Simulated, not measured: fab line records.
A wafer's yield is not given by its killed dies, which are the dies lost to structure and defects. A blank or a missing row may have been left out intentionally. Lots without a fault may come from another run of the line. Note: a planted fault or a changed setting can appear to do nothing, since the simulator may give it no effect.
fab line records	flow sky130
[record] lots = 12	wafers = 36	last_day = 50
route steps=708 shown RES_PROTECT@214 RES_XHIGH@336 LI_CONTACT@374 PAD_OPEN@708
lots untouched by any fault: they come from a run of this same line in which no faults occurred
start_h: the number of hours between the record's first day and the start of the first shown wafer of the lot	wait_h: hours elapsed since this lot's preceding step	" unchanged from the row above	L1.1+2: a single row standing in for several wafers	- either no value or no given start	* or withheld: withheld	< > ~ a bound
route shown NAME@n: a module of which the file shows steps, and the number in the route of the first	usual: the fault-free wafers' mean and standard deviation	same: alike in all rows	chamber/n: place in a boat	sites: each site's reading	_std_site: standard deviation of those values	_edge_site: inner sites' mean taken away from outer sites' mean	radius_mm: how far each site lies from the wafer's centre	mask NAME#n: copy n	behind: the last tool/chamber to shape the wafer	hold: cause of the lot's hold/its duration in hours/its outcome	device: names the non-switching transistor (n, p or np)	end of line: at the end of the route, the tests of the same wafers	where a step has no rows: the recipe by itself	killed: at the first sort, the dies lost to defects and structure; wafer yield is something else	map: per-die view of a wafer (x killed, . not killed, _ where there is no die)
set.NAME: the setting as run; set.NAME@STEP: as run at that earlier step	model.NAME: the simulator's own value behind a step, which no gauge read
route steps across a sampled set of lots; one table per step, one row per wafer
services: the hour from which a tool's chamber was out of use, counted from the record's first day as start_h (under 0 if before that day), plus the number of hours and why
[[steps]]
[step SKY_RES_PROTECT_STRIP_07]
[recipe] chemistry = O2/N2	power_w = 1400	pressure_mtorr = 1500	platen_temp_c = withheld	o2_flow_sccm = 3000	n2_flow_sccm = 300	overash_fraction = 0.5
[usual] chamber_pressure_mTorr = 1500.1/1.3	drypump_motor_current_A = 5.6/0.62	oes_product_au = 0.518/0.0049	strip_time_to_endpoint_s = 23.31/0.041
lot.wafer	tool	chamber	start_h	wait_h	chamber_pressure_mTorr	drypump_motor_current_A	oes_product_au	rf_hours_counter_h	strip_time_to_endpoint_s
L525.1	plasma_asher-02	0	344.08	0.1	1501.2	6.8	0.514	59	23.28
L525.4	"	0	"	"	1501.2	6.8	0.521	-	23.29
L525.6	"	1	"	"	1501.0	5.3	0.515	-	23.33
L526.3	plasma_asher-01	1	347.36	0.1	1499.2	5.6	0.513	-	23.27
L526.5	"	0	"	"	1498.7	4.9	0.514	-	23.26
L526.6	"	1	"	"	1498.9	5.7	0.507	-	23.32
L528.1	plasma_asher-01	1	366.62	0.1	1500.1	5.7	0.514	70	23.28
L528.4	"	0	"	"	1500.0	4.9	0.522	-	23.32
L528.6	"	0	"	"	1500.2	4.9	0.517	-	23.27
L529.2	plasma_asher-01	0	377.37	0.1	1497.6	5.0	0.508	71	23.23
L529.5	"	0	"	"	1499.7	5.0	0.516	-	23.30
L529.6	"	1	"	"	1502.4	5.7	0.523	-	23.30
L531.1	plasma_asher-04	0	390.37	0.1	1500.9	5.6	0.523	53	23.33
L531.3	"	0	"	"	1502.4	5.6	0.519	-	23.33
L531.5	"	0	"	"	1502.2	5.6	0.518	-	23.35
L533.1	plasma_asher-02	1	432.48	0.1	1499.8	5.3	0.521	0	23.28
L533.5	"	0	"	"	1498.9	6.8	0.513	-	23.33
L533.6	"	1	"	"	1498.6	5.3	0.519	-	23.28
L542.4	plasma_asher-02	1	499.06	0.1	1502.0	5.3	0.513	-	23.23
L542.5	"	1	"	"	1501.9	5.3	0.515	-	23.33
L542.6	"	0	"	"	1501.8	6.8	0.520	-	23.28
L543.2	plasma_asher-02	1	502.07	0.1	1503.1	5.3	0.522	7	23.30
L543.5	"	0	"	"	1500.8	6.8	0.517	-	23.31
L543.6	"	1	"	"	1502.0	5.3	0.515	-	23.28
L544.1	plasma_asher-02	0	508.37	0.1	1501.6	6.8	0.520	8	23.29
L544.4	"	1	"	"	1501.1	5.3	0.526	-	23.29
L544.5	"	1	"	"	1499.8	5.3	0.522	-	23.29
L545.1	plasma_asher-04	0	525.87	0.1	1502.4	5.6	0.519	67	23.32
L545.3	"	1	"	"	1499.4	5.1	0.517	-	23.34
L545.6	"	1	"	"	1500.6	5.1	0.519	-	23.35
L546.1	plasma_asher-01	0	529.37	0.1	1502.1	4.9	0.512	86	23.38
L546.3	"	1	"	"	1498.0	5.6	0.512	-	23.39
L546.5	"	0	"	"	1498.3	4.9	0.508	-	23.38
L547.2	plasma_asher-01	1	531.07	0.1	1498.6	5.7	0.516	86	23.34
L547.4	"	0	"	"	1501.4	4.9	0.523	-	23.31
L547.6	"	1	"	"	1501.7	5.6	0.529	-	23.37
[step SKY_RES_XHIGH_EXPOSE_04]
[recipe] mask_id = URPM	na = 0.6	source_shape = conventional	sigma_outer = 0.6	polarization = unpolarized	target_cd_nm = 1270	dose_mj = 140
lot.wafer	tool	chamber	start_h	wait_h	mask
L525.1+4+6	iline_stepper-01	0	603.76	-	URPM#0
L526.3+5+6	iline_stepper-01	0	609.91	-	URPM#0
L528.1+4+6	iline_stepper-01	0	634.02	-	URPM#0
L529.2+5+6	iline_stepper-01	0	643.49	-	URPM#0
L531.1+3+5	iline_stepper-02	0	655.29	-	URPM#0
L533.1+5+6	iline_stepper-02	0	692.67	-	NSDM#0
L542.4+5+6	iline_stepper-01	0	740.83	-	URPM#0
L543.2+5+6	iline_stepper-02	0	745.01	-	URPM#0
L544.1+4+5	iline_stepper-02	0	770.32	-	URPM#0
L545.1+3+6	iline_stepper-02	0	775.62	-	URPM#0
L546.1+3+5	iline_stepper-01	0	776.75	-	URPM#0
L547.2+4+6	iline_stepper-01	0	781.79	-	URPM#0
[step SKY_RES_XHIGH_TW_MEAS_09]
[usual] RES_XHIGH_TW = 1639/15
lot.wafer	tool	chamber	start_h	wait_h	RES_XHIGH_TW
L525.1	film_metro-01	-	618.67	0.1	1638
L525.4	"	-	"	"	1653
L525.6	"	-	"	"	1648
L526.3	film_metro-01	-	623.94	0.1	1654
L526.5	"	-	"	"	1651
L526.6	"	-	"	"	1650
L528.1	film_metro-03	-	648.67	0.1	1621
L528.4	"	-	"	"	1621
L528.6	"	-	"	"	1621
L529.2	film_metro-04	-	657.13	0.1	1665
L529.5	"	-	"	"	1675
L529.6	"	-	"	"	1663
L531.1	film_metro-04	-	669.62	0.1	1665
L531.3	"	-	"	"	1653
L531.5	"	-	"	"	1656
L533.1	film_metro-01	-	704.77	0.1	30
L533.5	"	-	"	"	30
L533.6	"	-	"	"	30
L542.4	film_metro-01	-	755.55	0.1	1627
L542.5	"	-	"	"	1623
L542.6	"	-	"	"	1619
L543.2	film_metro-04	-	759.63	0.1	1651
L543.5	"	-	"	"	1661
L543.6	"	-	"	"	1660
L544.1	film_metro-01	-	785.17	0.1	1637
L544.4	"	-	"	"	1636
L544.5	"	-	"	"	1632
L545.1	film_metro-01	-	789.32	0.1	1634
L545.3	"	-	"	"	1636
L545.6	"	-	"	"	1633
L546.1	film_metro-03	-	790.57	0.1	1629
L546.3	"	-	"	"	1629
L546.5	"	-	"	"	1626
L547.2	film_metro-03	-	794.78	0.1	1626
L547.4	"	-	"	"	1625
L547.6	"	-	"	"	1635
[step SKY_SD_N_RS_MEAS_18]
[recipe] thk_meas_gauge = four-point-probe
[usual] RES_XHIGH_RS = 333.6/1.3
lot.wafer	tool	chamber	start_h	wait_h	RES_XHIGH_RS[ohm/sq]
L525.1	film_metro-01	-	648.45	0.1	333.9
L525.4	"	-	"	"	332.3
L525.6	"	-	"	"	331.6
L526.3	film_metro-03	-	653.05	0.1	332.2
L526.5	"	-	"	"	333.5
L526.6	"	-	"	"	333.9
L528.1	film_metro-03	-	677.71	0.1	333.4
L528.4	"	-	"	"	333.4
L528.6	"	-	"	"	332.9
L529.2	film_metro-04	-	685.58	0.1	330.5
L529.5	"	-	"	"	331.4
L529.6	"	-	"	"	331.3
L531.1	film_metro-01	-	708.33	0.1	334.4
L531.3	"	-	"	"	335.8
L531.5	"	-	"	"	334.4
L533.1	film_metro-01	-	719.66	0.1	332.1
L533.5	"	-	"	"	332.7
L533.6	"	-	"	"	332.7
L542.4	film_metro-03	-	782.61	0.1	333.8
L542.5	"	-	"	"	333.8
L542.6	"	-	"	"	334.8
L543.2	film_metro-04	-	786.43	0.1	332.5
L543.5	"	-	"	"	331.4
L543.6	"	-	"	"	332.0
L544.1	film_metro-03	-	812.71	0.1	334.4
L544.4	"	-	"	"	334.6
L544.5	"	-	"	"	334.6
L545.1	film_metro-03	-	816.86	0.1	336.0
L545.3	"	-	"	"	335.3
L545.6	"	-	"	"	336.3
L546.1	film_metro-04	-	818.10	0.1	333.1
L546.3	"	-	"	"	333.0
L546.5	"	-	"	"	334.7
L547.2	film_metro-01	-	822.38	0.1	333.4
L547.4	"	-	"	"	332.5
L547.6	"	-	"	"	334.4
[step SKY_LI_CONTACT_CD_MEAS_12]
[recipe] target_cd_nm = 170
[usual] cd_nm = 170.1/1.6
lot.wafer	tool	chamber	start_h	wait_h	cd_nm
L525.1	cd_sem-01	-	678.03	-	169.8
L525.4	"	-	"	"	171.2
L525.6	"	-	"	"	169.9
L526.3	cd_sem-02	-	681.72	-	170.3
L526.5	"	-	"	"	169.3
L526.6	"	-	"	"	171.5
L528.1	cd_sem-01	-	704.22	-	167.7
L528.4	"	-	"	"	168.2
L528.6	"	-	"	"	168.9
L529.2	cd_sem-02	-	708.00	-	172.7
L529.5	"	-	"	"	174.5
L529.6	"	-	"	"	174.1
L531.1	cd_sem-02	-	734.07	-	170.0
L531.3	"	-	"	"	170.9
L531.5	"	-	"	"	168.9
L533.1	cd_sem-02	-	747.28	-	171.9
L533.5	"	-	"	"	170.9
L533.6	"	-	"	"	171.1
L542.4	cd_sem-01	-	810.03	-	170.2
L542.5	"	-	"	"	169.4
L542.6	"	-	"	"	171.4
L543.2	cd_sem-01	-	813.30	-	170.6
L543.5	"	-	"	"	172.5
L543.6	"	-	"	"	171.2
L544.1	cd_sem-01	-	839.68	-	169.9
L544.4	"	-	"	"	170.6
L544.5	"	-	"	"	168.2
L545.1	cd_sem-02	-	843.92	-	172.1
L545.3	"	-	"	"	169.4
L545.6	"	-	"	"	171.1
L546.1	cd_sem-01	-	845.34	-	169.2
L546.3	"	-	"	"	168.5
L546.5	"	-	"	"	171.6
L547.2	cd_sem-02	-	848.85	-	171.0
L547.4	"	-	"	"	170.9
L547.6	"	-	"	"	170.1
[step SKY_PAD_OPEN_PROBE_99]
[usual] killed_at_M0_to_M3 = 43/7.2	killed_at_M4_up = 3.5/2	killed_at_contacts = 24/5.2	killed_at_front_end = 15/4.4	killed_at_other = 0.2/0.48	killed_dies = 85/9.4	killed_on_rim = 16/3.7	killed_open = 46/7.3	killed_short = 39/6.1
[same] gross_dies = 492	killed_at_back_side = 0
lot.wafer	tool	chamber	start_h	wait_h	killed_at_M0_to_M3	killed_at_M4_up	killed_at_contacts	killed_at_front_end	killed_at_other	killed_dies	killed_on_rim	killed_open	killed_short
L533.1	prober-01	-	1127.15	0.1	49	1	21	13	408	492	96	44	40
L533.5	prober-01	-	1127.35	0.2	44	3	16	14	415	492	96	33	44
L533.6	prober-01	-	1127.40	0.2	47	1	16	14	414	492	96	41	37
// killed by level:class
L533.1 RES_XHIGH:area_expose=408 VIA1:geometric_particle:open=9 CONTACT:geometric_particle:open=9 VIA1:geometric_particle:short=9 VIA3:geometric_particle:open=7 LI_CONTACT:geometric_particle:open=6 METAL1:geometric_particle:short=6 VIA2:geometric_particle:short=6
L533.5 RES_XHIGH:area_expose=415 METAL1:geometric_particle:short=8 VIA1:geometric_particle:open=8 METAL2:geometric_particle:short=7 CONTACT:geometric_particle:open=6 VIA2:geometric_particle:open=5 FIELD_ISO:geometric_particle:short=4 POLY_GATE:geometric_particle:short=4
L533.6 RES_XHIGH:area_expose=414 VIA1:geometric_particle:open=11 CONTACT:geometric_particle:open=7 METAL1:geometric_particle:short=6 VIA2:geometric_particle:open=6 FIELD_ISO:geometric_particle:short=5 LI_CONTACT:geometric_particle:open=5 VIA3:geometric_particle:open=5
[[services]]
tool	chamber	start_h	hours	kind
plasma_asher-01	-	321.26	1.2	repair
plasma_asher-01	-	325.46	14.6	pm
iline_stepper-02	-	346.45	19.1	repair
iline_stepper-02	-	348.30	0.5	repair
plasma_asher-02	-	353.17	1.4	repair
iline_stepper-02	-	391.74	1.7	pm
plasma_asher-02	-	421.25	9.0	pm
iline_stepper-01	-	426.48	1.7	pm
plasma_asher-02	-	445.38	5.6	repair
plasma_asher-02	-	523.77	1.7	repair
plasma_asher-01	-	556.40	12.4	pm
plasma_asher-02	-	581.61	2.8	pm
plasma_asher-02	-	592.81	21.6	repair
iline_stepper-02	-	600.70	7.9	repair
iline_stepper-02	-	609.86	1.7	pm
plasma_asher-02	-	636.50	14.6	pm
iline_stepper-01	-	644.66	1.7	pm
iline_stepper-02	-	649.82	4.4	pm
plasma_asher-01	-	656.32	3.0	repair
iline_stepper-01	-	715.54	0.6	repair
iline_stepper-02	-	720.59	4.3	pm
plasma_asher-01	-	733.02	1.4	repair
plasma_asher-01	-	734.38	9.0	pm
iline_stepper-02	-	780.60	4.8	repair
[[key]]
[first_sign] step = SKY_RES_XHIGH_EXPOSE_04	reading = mask	direction = changed
[effect] step = SKY_RES_XHIGH_TW_MEAS_09	reading = RES_XHIGH_TW	direction = down	sigmas = 99+	usual = 1639	struck = 30
[effect] step = SKY_PAD_OPEN_PROBE_99	reading = killed_at_other	direction = up	sigmas = 99+	usual = 0.2	struck = 412.3
[more_kills_born_at] SKY_RES_XHIGH_EXPOSE_04@iline_stepper-02 = 1237
met_at SKY_RES_XHIGH_EXPOSE_04
struck_lots L533
tester_left_out L533
not_acting_at SKY_RES_PROTECT_STRIP_07,SKY_SD_N_RS_MEAS_18,SKY_LI_CONTACT_CD_MEAS_12
onset_between 655.29 692.67
[fault] kind = wrong_mask	tool = any	chamber = -	onset_h = 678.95	steps = SKY_RES_XHIGH_EXPOSE_04	aux_copy = NSDM#0	scope = struck_lots_only
// tester_left_out: of these lots the tester's yield and bins aren't shown, on N5 and GAA mostly nor the transistor test; their killed dies are dies lost to structure and defects alone, not to doping, threshold or leakage, so they don't give the yield
